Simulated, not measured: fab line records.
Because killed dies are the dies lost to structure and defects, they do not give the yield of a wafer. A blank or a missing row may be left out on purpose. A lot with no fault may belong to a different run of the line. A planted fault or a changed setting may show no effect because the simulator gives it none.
fab line records | flow sky130
record: lots: 24 | wafers: 72 | lastDay: 50
route steps=708 shown DNWELL@43 VT_ADJUST_HVTP@96 VT_ADJUST_PCH@153 SONOS_ONO@169 SD_N@354 CONTACT@409
lots that met no fault: from a run of the same line without faults
startH: hours from the record's first day to the start of the lot's first wafer shown | waitH: hours from the lot's prior step to this one | " identical to the entry in the row above | L1.1+2: one row covering several wafers at once | - value missing, or start not given | * or withheld: withheld | < > ~ a bound
route shown NAME@n: a module of which the file shows steps, and the number in the route of the first | usual: mean and standard deviation over wafers with no fault | same: alike in all rows | chamber/n: place in a boat | sites: readings site by site | _std_site: how widely they spread, as a standard deviation | _edge_site: outer sites' mean less inner sites' | radiusMm: how far each site lies from the wafer's centre | mask NAME#n: copy n | behind: tool/chamber where the wafer was last shaped | hold: reason for holding the lot/hours on hold/outcome of the hold | device: the transistor (n, p or np) that didn't switch | end of line: at the end of the route, the tests of the same wafers | step lacking rows: just its recipe | killed: the dies lost at the first sort to structure and to defects; this is not the yield of the wafer | map: the dies of a wafer, with x for killed, . for not killed, _ for no die there
set.NAME: the setting as run; set.NAME@STEP: as run at that earlier step | model.NAME: the simulator's own value behind a step, which no gauge read
one table for each step of the route and one row for each wafer, over a sample of lots
services: when a tool's chamber went out of use (startH, in hours from the record's first day, below 0 if earlier), for how many hours, and the reason
== steps ==
step: SKY_DNWELL_STRIP_08
recipe: chemistry: O2/N2 | powerW: 1400 | pressureMtorr: 1500 | platenTempC: withheld | o2FlowSccm: 3000 | n2FlowSccm: 300 | overashFraction: 0.5
usual: drypumpMotorCurrentA: 5.4/0.33 | oesProductAu: 0.723/0.0045 | stripTimeToEndpointS: 36.93/0.13
lot.wafer | tool           | chamber | startH | waitH | drypumpMotorCurrentA | oesProductAu | rfHoursCounterH | stripTimeToEndpointS
L074.1    | plasmaAsher-04 | 0       | 62.35  | 0.1   | 5.5                  | 0.718        | 38              | 36.94
L074.4    | "              | 0       | "      | "     | 5.5                  | 0.722        | -               | 36.99
L074.6    | "              | 0       | "      | "     | 5.5                  | 0.718        | -               | 36.98
L075.2    | plasmaAsher-01 | 0       | 62.70  | 0.1   | 5.4                  | 0.720        | 36              | 37.05
L075.4    | "              | 0       | "      | "     | 5.4                  | 0.726        | -               | 36.95
L075.5    | "              | 0       | "      | "     | 5.4                  | 0.729        | -               | 36.96
L076.2    | plasmaAsher-01 | 0       | 69.16  | 0.1   | 5.4                  | 0.721        | 37              | 36.78
L076.3    | "              | 1       | "      | "     | 5.3                  | 0.720        | -               | 36.94
L076.6    | "              | 1       | "      | "     | 5.3                  | 0.720        | -               | 36.76
L077.2    | plasmaAsher-03 | 1       | 69.55  | 0.1   | 6.2                  | 0.714        | 28              | 37.00
L077.3    | "              | 1       | "      | "     | 6.2                  | 0.733        | -               | 37.04
L077.5    | "              | 1       | "      | "     | 6.2                  | 0.722        | -               | 37.03
L078.2    | plasmaAsher-01 | 0       | 75.43  | 0.1   | 5.4                  | 0.725        | 37              | 36.99
L078.4    | "              | 0       | "      | "     | 5.4                  | 0.719        | -               | 37.04
L078.5    | "              | 0       | "      | "     | 5.4                  | 0.727        | -               | 36.92
L079.1    | plasmaAsher-04 | 1       | 79.95  | 0.1   | 4.9                  | 0.720        | 39              | 36.96
L079.2    | "              | 0       | "      | "     | 5.5                  | 0.718        | 39              | 36.90
L079.6    | "              | 1       | "      | "     | 4.9                  | 0.723        | -               | 36.88
L081.1    | plasmaAsher-01 | 1       | 89.60  | 0.1   | 5.3                  | 0.722        | 39              | 36.86
L081.2    | "              | 0       | "      | "     | 5.4                  | 0.718        | 39              | 36.94
L081.3    | "              | 0       | "      | "     | 5.4                  | 0.723        | -               | 36.88
L080.2    | plasmaAsher-01 | 1       | 91.81  | 0.1   | 5.3                  | 0.722        | 39              | 36.78
L080.3    | "              | 0       | "      | "     | 5.4                  | 0.714        | -               | 36.81
L080.5    | "              | 1       | "      | "     | 5.3                  | 0.717        | -               | 36.89
L082.1    | plasmaAsher-01 | 0       | 96.08  | 0.1   | 5.4                  | 0.720        | 40              | 37.08
L082.3    | "              | 1       | "      | "     | 5.3                  | 0.729        | -               | 37.13
L082.6    | "              | 0       | "      | "     | 5.4                  | 0.723        | -               | 37.19
L083.1    | plasmaAsher-01 | 1       | 102.65 | 0.1   | 5.3                  | 0.724        | 41              | 37.11
L083.2    | "              | 0       | "      | "     | 5.4                  | 0.725        | 41              | 37.11
L083.4    | "              | 0       | "      | "     | 5.4                  | 0.727        | -               | 36.98
L084.1    | plasmaAsher-01 | 1       | 107.16 | 0.1   | 5.4                  | 0.728        | 41              | 36.97
L084.2    | "              | 0       | "      | "     | 5.4                  | 0.718        | 41              | 37.06
L084.4    | "              | 1       | "      | "     | 5.3                  | 0.728        | -               | 36.87
L085.2    | plasmaAsher-01 | 0       | 112.90 | 0.1   | 5.4                  | 0.718        | 42              | 37.02
L085.4    | "              | 1       | "      | "     | 5.3                  | 0.723        | -               | 37.08
L085.6    | "              | 0       | "      | "     | 5.4                  | 0.720        | -               | 37.08
L086.2    | plasmaAsher-04 | 1       | 119.01 | 0.1   | 4.9                  | 0.723        | 0               | 36.94
L086.5    | "              | 0       | "      | "     | 5.5                  | 0.722        | -               | 36.90
L086.6    | "              | 1       | "      | "     | 4.9                  | 0.721        | -               | 36.99
L087.3    | plasmaAsher-01 | 1       | 123.03 | 0.1   | 5.3                  | 0.720        | -               | 36.98
L087.4    | "              | 0       | "      | "     | 5.4                  | 0.722        | -               | 36.86
L087.5    | "              | 0       | "      | "     | 5.4                  | 0.718        | -               | 36.91
L088.1    | plasmaAsher-03 | 0       | 128.10 | 0.1   | 5.2                  | 0.720        | 34              | 36.66
L088.2    | "              | 1       | "      | "     | 6.2                  | 0.725        | 34              | 36.71
L088.4    | "              | 0       | "      | "     | 5.3                  | 0.733        | -               | 36.68
L089.1    | plasmaAsher-04 | 1       | 134.78 | 0.1   | 4.9                  | 0.719        | 2               | 36.70
L089.3    | "              | 0       | "      | "     | 5.5                  | 0.731        | -               | 36.65
L089.5    | "              | 1       | "      | "     | 4.9                  | 0.725        | -               | 36.76
L090.2    | plasmaAsher-04 | 1       | 139.50 | 0.1   | 4.9                  | 0.727        | 2               | 37.05
L090.3    | "              | 1       | "      | "     | 4.9                  | 0.719        | -               | 37.01
L090.5    | "              | 0       | "      | "     | 5.5                  | 0.721        | -               | 37.09
L091.3    | plasmaAsher-01 | 1       | 144.40 | 0.1   | 5.3                  | 0.726        | -               | 37.01
L091.4    | "              | 0       | "      | "     | 5.4                  | 0.721        | -               | 37.14
L091.6    | "              | 0       | "      | "     | 5.4                  | 0.724        | -               | 37.04
L092.1    | plasmaAsher-03 | 0       | 148.69 | 0.1   | 5.3                  | 0.723        | 36              | 36.87
L092.2    | "              | 1       | "      | "     | 6.2                  | 0.716        | 36              | 36.87
L092.3    | "              | 0       | "      | "     | 5.2                  | 0.724        | -               | 36.88
L093.4    | plasmaAsher-04 | 0       | 155.35 | 0.1   | 5.5                  | 0.725        | -               | 36.87
L093.5    | "              | 1       | "      | "     | 4.9                  | 0.719        | -               | 36.98
L093.6    | "              | 0       | "      | "     | 5.5                  | 0.721        | -               | 36.97
L094.2    | plasmaAsher-03 | 1       | 160.44 | 0.1   | 6.2                  | 0.721        | 37              | 36.92
L094.3    | "              | 1       | "      | "     | 6.2                  | 0.718        | -               | 36.93
L094.6    | "              | 1       | "      | "     | 6.2                  | 0.726        | -               | 36.90
L095.1    | plasmaAsher-01 | 1       | 169.99 | 0.1   | 5.3                  | 0.718        | 48              | 36.93
L095.5    | "              | 0       | "      | "     | 5.4                  | 0.728        | -               | 36.95
L095.6    | "              | 1       | "      | "     | 5.3                  | 0.725        | -               | 36.80
L096.2    | plasmaAsher-04 | 1       | 173.61 | 0.1   | 4.9                  | 0.720        | 6               | 36.70
L096.4    | "              | 0       | "      | "     | 5.5                  | 0.725        | -               | 36.86
L096.6    | "              | 0       | "      | "     | 5.5                  | 0.719        | -               | 36.91
L097.3    | plasmaAsher-03 | 1       | 179.96 | 0.1   | 6.2                  | 0.722        | -               | 36.82
L097.5    | "              | 0       | "      | "     | 5.3                  | 0.724        | -               | 36.83
L097.6    | "              | 1       | "      | "     | 6.2                  | 0.727        | -               | 36.95
step: SKY_VT_ADJUST_HVTP_TW_MEAS_11
usual: VT_ADJUST_HVTP_TW: 1347/6.3
lot.wafer | tool         | chamber | startH | waitH | VT_ADJUST_HVTP_TW
L074.1    | filmMetro-03 | -       | 133.79 | 0.1   | 1339
L074.4    | "            | -       | "      | "     | 1343
L074.6    | "            | -       | "      | "     | 1337
L075.2    | filmMetro-03 | -       | 134.61 | 0.1   | 1331
L075.4    | "            | -       | "      | "     | 1336
L075.5    | "            | -       | "      | "     | 1335
L076.2    | filmMetro-03 | -       | 142.23 | 0.1   | 1336
L076.3    | "            | -       | "      | "     | 1345
L076.6    | "            | -       | "      | "     | 1345
L077.2    | filmMetro-02 | -       | 142.53 | 0.1   | 1356
L077.3    | "            | -       | "      | "     | 1351
L077.5    | "            | -       | "      | "     | 1351
L078.2    | filmMetro-01 | -       | 150.71 | 0.1   | 1348
L078.4    | "            | -       | "      | "     | 1351
L078.5    | "            | -       | "      | "     | 1353
L079.1    | filmMetro-03 | -       | 155.19 | 0.1   | 1358
L079.2    | "            | -       | "      | "     | 1354
L079.6    | "            | -       | "      | "     | 1348
L081.1    | filmMetro-02 | -       | 166.69 | 0.1   | 1344
L081.2    | "            | -       | "      | "     | 1342
L081.3    | "            | -       | "      | "     | 1350
L080.2    | filmMetro-02 | -       | 168.63 | 0.1   | 1336
L080.3    | "            | -       | "      | "     | 1343
L080.5    | "            | -       | "      | "     | 1348
L082.1    | filmMetro-03 | -       | 173.52 | 0.1   | 1349
L082.3    | "            | -       | "      | "     | 1353
L082.6    | "            | -       | "      | "     | 1351
L083.1    | filmMetro-03 | -       | 182.05 | 0.1   | 1346
L083.2    | "            | -       | "      | "     | 1358
L083.4    | "            | -       | "      | "     | 1347
L084.1    | filmMetro-03 | -       | 187.75 | 0.1   | 1355
L084.2    | "            | -       | "      | "     | 1342
L084.4    | "            | -       | "      | "     | 1350
L085.2    | filmMetro-01 | -       | 193.44 | 0.1   | 1345
L085.4    | "            | -       | "      | "     | 1343
L085.6    | "            | -       | "      | "     | 1339
L086.2    | filmMetro-01 | -       | 201.08 | 0.1   | 1349
L086.5    | "            | -       | "      | "     | 1342
L086.6    | "            | -       | "      | "     | 1347
L087.3    | filmMetro-02 | -       | 205.55 | 0.1   | 1349
L087.4    | "            | -       | "      | "     | 1349
L087.5    | "            | -       | "      | "     | 1349
L088.1    | filmMetro-03 | -       | 212.13 | 0.1   | 1349
L088.2    | "            | -       | "      | "     | 1353
L088.4    | "            | -       | "      | "     | 1348
L089.1    | filmMetro-03 | -       | 219.62 | 0.1   | 1354
L089.3    | "            | -       | "      | "     | 1357
L089.5    | "            | -       | "      | "     | 1350
L090.2    | filmMetro-01 | -       | 226.53 | 0.1   | 1349
L090.3    | "            | -       | "      | "     | 1350
L090.5    | "            | -       | "      | "     | 1350
L091.3    | filmMetro-03 | -       | 230.75 | 0.1   | 1344
L091.4    | "            | -       | "      | "     | 1354
L091.6    | "            | -       | "      | "     | 1352
L092.1    | filmMetro-01 | -       | 236.28 | 0.1   | 1347
L092.2    | "            | -       | "      | "     | 1340
L092.3    | "            | -       | "      | "     | 1349
L093.4    | filmMetro-02 | -       | 243.85 | 0.1   | 1345
L093.5    | "            | -       | "      | "     | 1343
L093.6    | "            | -       | "      | "     | 1349
L094.2    | filmMetro-03 | -       | 249.43 | 0.1   | 1352
L094.3    | "            | -       | "      | "     | 1351
L094.6    | "            | -       | "      | "     | 1356
L095.1    | filmMetro-01 | -       | 261.37 | 0.1   | 1347
L095.5    | "            | -       | "      | "     | 1348
L095.6    | "            | -       | "      | "     | 1351
L096.2    | filmMetro-03 | -       | 264.86 | 0.1   | 1343
L096.4    | "            | -       | "      | "     | 1350
L096.6    | "            | -       | "      | "     | 1347
L097.3    | filmMetro-03 | -       | 273.14 | 0.1   | 1346
L097.5    | "            | -       | "      | "     | 1351
L097.6    | "            | -       | "      | "     | 1346
step: SKY_VT_ADJUST_PCH_TW_MEAS_10
usual: VT_ADJUST_PCH_TW: 141.8/0.62
lot.wafer | tool         | chamber | startH | waitH | VT_ADJUST_PCH_TW
L074.1    | filmMetro-02 | -       | 238.60 | 0.1   | 142.0
L074.4    | "            | -       | "      | "     | 141.7
L074.6    | "            | -       | "      | "     | 142.2
L075.2    | filmMetro-02 | -       | 240.77 | 0.1   | 143.3
L075.4    | "            | -       | "      | "     | 142.1
L075.5    | "            | -       | "      | "     | 141.7
L076.2    | filmMetro-01 | -       | 250.74 | 0.1   | 141.6
L076.3    | "            | -       | "      | "     | 142.2
L076.6    | "            | -       | "      | "     | 142.3
L077.2    | filmMetro-02 | -       | 251.09 | 0.1   | 142.8
L077.3    | "            | -       | "      | "     | 142.1
L077.5    | "            | -       | "      | "     | 142.4
L078.2    | filmMetro-03 | -       | 261.94 | 0.1   | 142.4
L078.4    | "            | -       | "      | "     | 142.6
L078.5    | "            | -       | "      | "     | 142.5
L079.1    | filmMetro-01 | -       | 265.08 | 0.1   | 141.0
L079.2    | "            | -       | "      | "     | 142.1
L079.6    | "            | -       | "      | "     | 140.8
L081.1    | filmMetro-03 | -       | 279.08 | 0.1   | 141.3
L081.2    | "            | -       | "      | "     | 142.6
L081.3    | "            | -       | "      | "     | 141.8
L080.2    | filmMetro-03 | -       | 280.22 | 0.1   | 141.7
L080.3    | "            | -       | "      | "     | 141.3
L080.5    | "            | -       | "      | "     | 141.5
L082.1    | filmMetro-02 | -       | 288.61 | 0.1   | 142.6
L082.3    | "            | -       | "      | "     | 142.1
L082.6    | "            | -       | "      | "     | 141.9
L083.1    | filmMetro-03 | -       | 298.78 | 0.1   | 142.4
L083.2    | "            | -       | "      | "     | 143.0
L083.4    | "            | -       | "      | "     | 143.3
L084.1    | filmMetro-02 | -       | 305.50 | 0.1   | 141.3
L084.2    | "            | -       | "      | "     | 141.1
L084.4    | "            | -       | "      | "     | 141.4
L085.2    | filmMetro-01 | -       | 313.56 | 0.1   | 141.6
L085.4    | "            | -       | "      | "     | 140.6
L085.6    | "            | -       | "      | "     | 141.9
L086.2    | filmMetro-03 | -       | 319.66 | 0.1   | 141.7
L086.5    | "            | -       | "      | "     | 142.3
L086.6    | "            | -       | "      | "     | 142.2
L087.3    | filmMetro-03 | -       | 328.17 | 0.1   | 142.8
L087.4    | "            | -       | "      | "     | 142.0
L087.5    | "            | -       | "      | "     | 141.8
L088.1    | filmMetro-02 | -       | 331.55 | 0.1   | 141.9
L088.2    | "            | -       | "      | "     | 142.1
L088.4    | "            | -       | "      | "     | 141.4
L089.1    | filmMetro-03 | -       | 343.20 | 0.1   | 142.3
L089.3    | "            | -       | "      | "     | 142.4
L089.5    | "            | -       | "      | "     | 142.5
L090.2    | filmMetro-02 | -       | 352.34 | 0.1   | 141.9
L090.3    | "            | -       | "      | "     | 142.4
L090.5    | "            | -       | "      | "     | 142.0
L091.3    | filmMetro-02 | -       | 355.95 | 0.1   | 140.8
L091.4    | "            | -       | "      | "     | 141.6
L091.6    | "            | -       | "      | "     | 142.4
L092.1    | filmMetro-01 | -       | 362.51 | 0.1   | 141.5
L092.2    | "            | -       | "      | "     | 141.9
L092.3    | "            | -       | "      | "     | 142.4
L093.4    | filmMetro-03 | -       | 371.06 | 0.1   | 141.4
L093.5    | "            | -       | "      | "     | 142.4
L093.6    | "            | -       | "      | "     | 141.0
L094.2    | filmMetro-03 | -       | 379.24 | 0.1   | 142.0
L094.3    | "            | -       | "      | "     | 141.8
L094.6    | "            | -       | "      | "     | 141.6
L095.1    | filmMetro-01 | -       | 391.75 | 0.1   | 141.5
L095.5    | "            | -       | "      | "     | 141.6
L095.6    | "            | -       | "      | "     | 141.2
L096.2    | filmMetro-01 | -       | 397.65 | 0.1   | 141.1
L096.4    | "            | -       | "      | "     | 141.8
L096.6    | "            | -       | "      | "     | 140.9
L097.3    | filmMetro-02 | -       | 407.07 | 0.1   | 141.5
L097.5    | "            | -       | "      | "     | 140.4
L097.6    | "            | -       | "      | "     | 140.8
step: SKY_SONOS_ONO_THK_MEAS_01
recipe: reads: SiO2_of_SONOS_ONO_OXIDATION_00
usual: SONOS_ONO_OXIDATION_THK: 2.61/0.057
lot.wafer | tool         | chamber | startH | waitH | SONOS_ONO_OXIDATION_THK[nm]
L074.1    | filmMetro-04 | -       | 265.18 | 0.0   | 2.60
L074.4    | "            | -       | "      | "     | 2.60
L074.6    | "            | -       | "      | "     | 2.67
L075.2    | filmMetro-01 | -       | 267.04 | 0.0   | 2.71
L075.4    | "            | -       | "      | "     | 2.65
L075.5    | "            | -       | "      | "     | 2.65
L076.2    | filmMetro-04 | -       | 277.99 | 0.0   | 2.51
L076.3    | "            | -       | "      | "     | 2.50
L076.6    | "            | -       | "      | "     | 2.50
L077.2    | filmMetro-02 | -       | 277.99 | 0.0   | 2.55
L077.3    | "            | -       | "      | "     | 2.57
L077.5    | "            | -       | "      | "     | 2.58
L078.2    | filmMetro-04 | -       | 288.89 | 0.0   | 2.62
L078.4    | "            | -       | "      | "     | 2.61
L078.5    | "            | -       | "      | "     | 2.56
L079.1    | filmMetro-01 | -       | 291.76 | 0.0   | 2.56
L079.2    | "            | -       | "      | "     | 2.60
L079.6    | "            | -       | "      | "     | 2.59
L081.1    | filmMetro-04 | -       | 305.05 | 0.0   | 2.68
L081.2    | "            | -       | "      | "     | 2.66
L081.3    | "            | -       | "      | "     | 2.68
L080.2    | filmMetro-04 | -       | 310.68 | 0.0   | 2.55
L080.3    | "            | -       | "      | "     | 2.62
L080.5    | "            | -       | "      | "     | 2.65
L082.1    | filmMetro-02 | -       | 317.03 | 0.0   | 2.66
L082.3    | "            | -       | "      | "     | 2.68
L082.6    | "            | -       | "      | "     | 2.67
L083.1    | filmMetro-02 | -       | 331.26 | 0.0   | 2.64
L083.2    | "            | -       | "      | "     | 2.58
L083.4    | "            | -       | "      | "     | 2.63
L084.1    | filmMetro-01 | -       | 338.18 | 0.0   | 2.65
L084.2    | "            | -       | "      | "     | 2.70
L084.4    | "            | -       | "      | "     | 2.67
L085.2    | filmMetro-04 | -       | 346.53 | 0.0   | 2.67
L085.4    | "            | -       | "      | "     | 2.71
L085.6    | "            | -       | "      | "     | 2.73
L086.2    | filmMetro-04 | -       | 350.91 | 0.0   | 2.66
L086.5    | "            | -       | "      | "     | 2.75
L086.6    | "            | -       | "      | "     | 2.62
L087.3    | filmMetro-04 | -       | 357.22 | 0.0   | 2.65
L087.4    | "            | -       | "      | "     | 2.61
L087.5    | "            | -       | "      | "     | 2.66
L088.1    | filmMetro-01 | -       | 359.72 | 0.0   | 2.65
L088.2    | "            | -       | "      | "     | 2.69
L088.4    | "            | -       | "      | "     | 2.64
L089.1    | filmMetro-04 | -       | 373.34 | 0.0   | 2.53
L089.3    | "            | -       | "      | "     | 2.56
L089.5    | "            | -       | "      | "     | 2.52
L090.2    | filmMetro-02 | -       | 382.48 | 0.0   | 2.61
L090.3    | "            | -       | "      | "     | 2.56
L090.5    | "            | -       | "      | "     | 2.54
L091.3    | filmMetro-04 | -       | 386.18 | 0.0   | 2.63
L091.4    | "            | -       | "      | "     | 2.67
L091.6    | "            | -       | "      | "     | 2.73
L092.1    | filmMetro-01 | -       | 393.19 | 0.0   | 2.60
L092.2    | "            | -       | "      | "     | 2.64
L092.3    | "            | -       | "      | "     | 2.52
L093.4    | filmMetro-01 | -       | 401.66 | 0.0   | 2.62
L093.5    | "            | -       | "      | "     | 2.59
L093.6    | "            | -       | "      | "     | 2.60
L094.2    | filmMetro-04 | -       | 410.80 | 0.0   | 2.55
L094.3    | "            | -       | "      | "     | 2.59
L094.6    | "            | -       | "      | "     | 2.60
L095.1    | filmMetro-01 | -       | 425.80 | 0.0   | 2.54
L095.5    | "            | -       | "      | "     | 2.57
L095.6    | "            | -       | "      | "     | 2.59
L096.2    | filmMetro-04 | -       | 431.38 | 0.0   | 2.60
L096.4    | "            | -       | "      | "     | 2.68
L096.6    | "            | -       | "      | "     | 2.49
L097.3    | filmMetro-01 | -       | 439.30 | 0.0   | 2.59
L097.5    | "            | -       | "      | "     | 2.55
L097.6    | "            | -       | "      | "     | 2.62
step: SKY_SD_N_TW_MEAS_12
usual: SD_N_TW: 3933/22
lot.wafer | tool         | chamber | startH | waitH | SD_N_TW
L074.1    | filmMetro-02 | -       | 660.80 | 0.1   | 3928
L074.4    | "            | -       | "      | "     | 3914
L074.6    | "            | -       | "      | "     | 3918
L075.2    | filmMetro-02 | -       | 662.96 | 0.1   | 3939
L075.4    | "            | -       | "      | "     | 3929
L075.5    | "            | -       | "      | "     | 3918
L077.2    | filmMetro-01 | -       | 683.66 | 0.1   | 3929
L077.3    | "            | -       | "      | "     | 3927
L077.5    | "            | -       | "      | "     | 3913
L076.2    | filmMetro-01 | -       | 685.59 | 0.1   | 3951
L076.3    | "            | -       | "      | "     | 3919
L076.6    | "            | -       | "      | "     | 3936
L078.2    | filmMetro-01 | -       | 692.99 | 0.1   | 3935
L078.4    | "            | -       | "      | "     | 3924
L078.5    | "            | -       | "      | "     | 3923
L079.1    | filmMetro-01 | -       | 694.53 | 0.1   | 3925
L079.2    | "            | -       | "      | "     | 3913
L079.6    | "            | -       | "      | "     | 3910
L081.1    | filmMetro-03 | -       | 704.08 | 0.1   | 3967
L081.2    | "            | -       | "      | "     | 3964
L081.3    | "            | -       | "      | "     | 3974
L080.2    | filmMetro-01 | -       | 708.36 | 0.1   | 3904
L080.3    | "            | -       | "      | "     | 3912
L080.5    | "            | -       | "      | "     | 3899
L082.1    | filmMetro-02 | -       | 716.65 | 0.1   | 3898
L082.3    | "            | -       | "      | "     | 3917
L082.6    | "            | -       | "      | "     | 3904
L083.1    | filmMetro-02 | -       | 728.25 | 0.1   | 3947
L083.2    | "            | -       | "      | "     | 3935
L083.4    | "            | -       | "      | "     | 3941
L084.1    | filmMetro-03 | -       | 736.80 | 0.1   | 3937
L084.2    | "            | -       | "      | "     | 3947
L084.4    | "            | -       | "      | "     | 3946
L085.2    | filmMetro-03 | -       | 741.56 | 0.1   | 3921
L085.4    | "            | -       | "      | "     | 3934
L085.6    | "            | -       | "      | "     | 3919
L086.2    | filmMetro-02 | -       | 747.76 | 0.1   | 3940
L086.5    | "            | -       | "      | "     | 3948
L086.6    | "            | -       | "      | "     | 3938
L087.3    | filmMetro-02 | -       | 757.77 | 0.1   | 3939
L087.4    | "            | -       | "      | "     | 3919
L087.5    | "            | -       | "      | "     | 3934
L088.1    | filmMetro-03 | -       | 764.45 | 0.1   | 3955
L088.2    | "            | -       | "      | "     | 3952
L088.4    | "            | -       | "      | "     | 3945
L089.1    | filmMetro-03 | -       | 770.93 | 0.1   | 3962
L089.3    | "            | -       | "      | "     | 3967
L089.5    | "            | -       | "      | "     | 3963
L091.3    | filmMetro-02 | -       | 782.67 | 0.1   | 3935
L091.4    | "            | -       | "      | "     | 3960
L091.6    | "            | -       | "      | "     | 3945
L090.2    | filmMetro-02 | -       | 783.01 | 0.1   | 3919
L090.3    | "            | -       | "      | "     | 3955
L090.5    | "            | -       | "      | "     | 3924
L092.1    | filmMetro-01 | -       | 790.65 | 0.1   | 3870
L092.2    | "            | -       | "      | "     | 3896
L092.3    | "            | -       | "      | "     | 3883
L093.4    | filmMetro-03 | -       | 800.31 | 0.1   | 3972
L093.5    | "            | -       | "      | "     | 3950
L093.6    | "            | -       | "      | "     | 3956
L094.2    | filmMetro-01 | -       | 801.96 | 0.1   | 3914
L094.3    | "            | -       | "      | "     | 3916
L094.6    | "            | -       | "      | "     | 3928
L095.1    | filmMetro-02 | -       | 816.30 | 0.1   | 3940
L095.5    | "            | -       | "      | "     | 3937
L095.6    | "            | -       | "      | "     | 3964
L096.2    | filmMetro-02 | -       | 823.41 | 0.1   | 3932
L096.4    | "            | -       | "      | "     | 3944
L096.6    | "            | -       | "      | "     | 3951
L097.3    | filmMetro-02 | -       | 828.35 | 0.1   | 3924
L097.5    | "            | -       | "      | "     | 3951
L097.6    | "            | -       | "      | "     | 3934
step: SKY_CONTACT_THK_MEAS_03
recipe: reads: SiO2_of_CONTACT_HDPCVD_02
usual: CONTACT_HDPCVD_THK: 566/6.6
lot.wafer | tool         | chamber | startH | waitH | CONTACT_HDPCVD_THK[nm]
L074.1    | filmMetro-02 | -       | 720.52 | 0.0   | 573
L074.4    | "            | -       | "      | "     | 566
L074.6    | "            | -       | "      | "     | 572
L075.2    | filmMetro-01 | -       | 723.58 | 0.0   | 560
L075.4    | "            | -       | "      | "     | 574
L075.5    | "            | -       | "      | "     | 566
L077.2    | filmMetro-04 | -       | 743.81 | 0.0   | 561
L077.3    | "            | -       | "      | "     | 552
L077.5    | "            | -       | "      | "     | 558
L076.2    | filmMetro-02 | -       | 745.58 | 0.0   | 577
L076.3    | "            | -       | "      | "     | 565
L076.6    | "            | -       | "      | "     | 559
L078.2    | filmMetro-01 | -       | 752.21 | 0.0   | 564
L078.4    | "            | -       | "      | "     | 558
L078.5    | "            | -       | "      | "     | 560
L079.1    | filmMetro-02 | -       | 754.16 | 0.0   | 569
L079.2    | "            | -       | "      | "     | 570
L079.6    | "            | -       | "      | "     | 567
L081.1    | filmMetro-01 | -       | 763.88 | 0.0   | 577
L081.2    | "            | -       | "      | "     | 564
L081.3    | "            | -       | "      | "     | 566
L080.2    | filmMetro-02 | -       | 767.36 | 0.0   | 553
L080.3    | "            | -       | "      | "     | 565
L080.5    | "            | -       | "      | "     | 563
L082.1    | filmMetro-01 | -       | 775.28 | 0.0   | 562
L082.3    | "            | -       | "      | "     | 562
L082.6    | "            | -       | "      | "     | 562
L083.1    | filmMetro-02 | -       | 785.98 | 0.0   | 566
L083.2    | "            | -       | "      | "     | 555
L083.4    | "            | -       | "      | "     | 559
L084.1    | filmMetro-02 | -       | 794.68 | 0.0   | 563
L084.2    | "            | -       | "      | "     | 569
L084.4    | "            | -       | "      | "     | 572
L085.2    | filmMetro-04 | -       | 799.71 | 0.1   | 563
L085.4    | "            | -       | "      | "     | 555
L085.6    | "            | -       | "      | "     | 557
L086.2    | filmMetro-04 | -       | 805.66 | 0.0   | 560
L086.5    | "            | -       | "      | "     | 567
L086.6    | "            | -       | "      | "     | 561
L087.3    | filmMetro-01 | -       | 814.60 | 0.1   | 571
L087.4    | "            | -       | "      | "     | 574
L087.5    | "            | -       | "      | "     | 568
L088.1    | filmMetro-04 | -       | 821.17 | 0.0   | 566
L088.2    | "            | -       | "      | "     | 559
L088.4    | "            | -       | "      | "     | 559
L089.1    | filmMetro-02 | -       | 827.37 | 0.0   | 580
L089.3    | "            | -       | "      | "     | 566
L089.5    | "            | -       | "      | "     | 570
L091.3    | filmMetro-02 | -       | 838.70 | 0.1   | 564
L091.4    | "            | -       | "      | "     | 560
L091.6    | "            | -       | "      | "     | 568
L090.2    | filmMetro-01 | -       | 838.96 | 0.1   | 569
L090.3    | "            | -       | "      | "     | 569
L090.5    | "            | -       | "      | "     | 563
L092.1    | filmMetro-02 | -       | 846.73 | 0.1   | 556
L092.2    | "            | -       | "      | "     | 575
L092.3    | "            | -       | "      | "     | 561
L093.4    | filmMetro-04 | -       | 856.69 | 0.0   | 577
L093.5    | "            | -       | "      | "     | 573
L093.6    | "            | -       | "      | "     | 569
L094.2    | filmMetro-04 | -       | 858.18 | 0.0   | 576
L094.3    | "            | -       | "      | "     | 575
L094.6    | "            | -       | "      | "     | 576
L095.1    | filmMetro-04 | -       | 872.01 | 0.0   | 565
L095.5    | "            | -       | "      | "     | 564
L095.6    | "            | -       | "      | "     | 567
L096.2    | filmMetro-01 | -       | 880.14 | 0.0   | 559
L096.4    | "            | -       | "      | "     | 564
L096.6    | "            | -       | "      | "     | 556
L097.3    | filmMetro-04 | -       | 885.23 | 0.1   | 562
L097.5    | "            | -       | "      | "     | 566
L097.6    | "            | -       | "      | "     | 562
== services ==
tool           | chamber | startH | hours | kind
plasmaAsher-03 | -       | 71.78  | 4.2   | repair
plasmaAsher-04 | -       | 88.52  | 15.6  | pm
plasmaAsher-04 | -       | 108.75 | 9.0   | pm
plasmaAsher-04 | 0       | 108.75 | 9.0   | ventCycle
plasmaAsher-04 | 1       | 108.75 | 9.0   | ventCycle
plasmaAsher-04 | 0       | 117.75 | -     | clean
plasmaAsher-04 | 1       | 117.75 | -     | clean
plasmaAsher-03 | -       | 136.62 | 8.8   | pm
== key ==
fault none
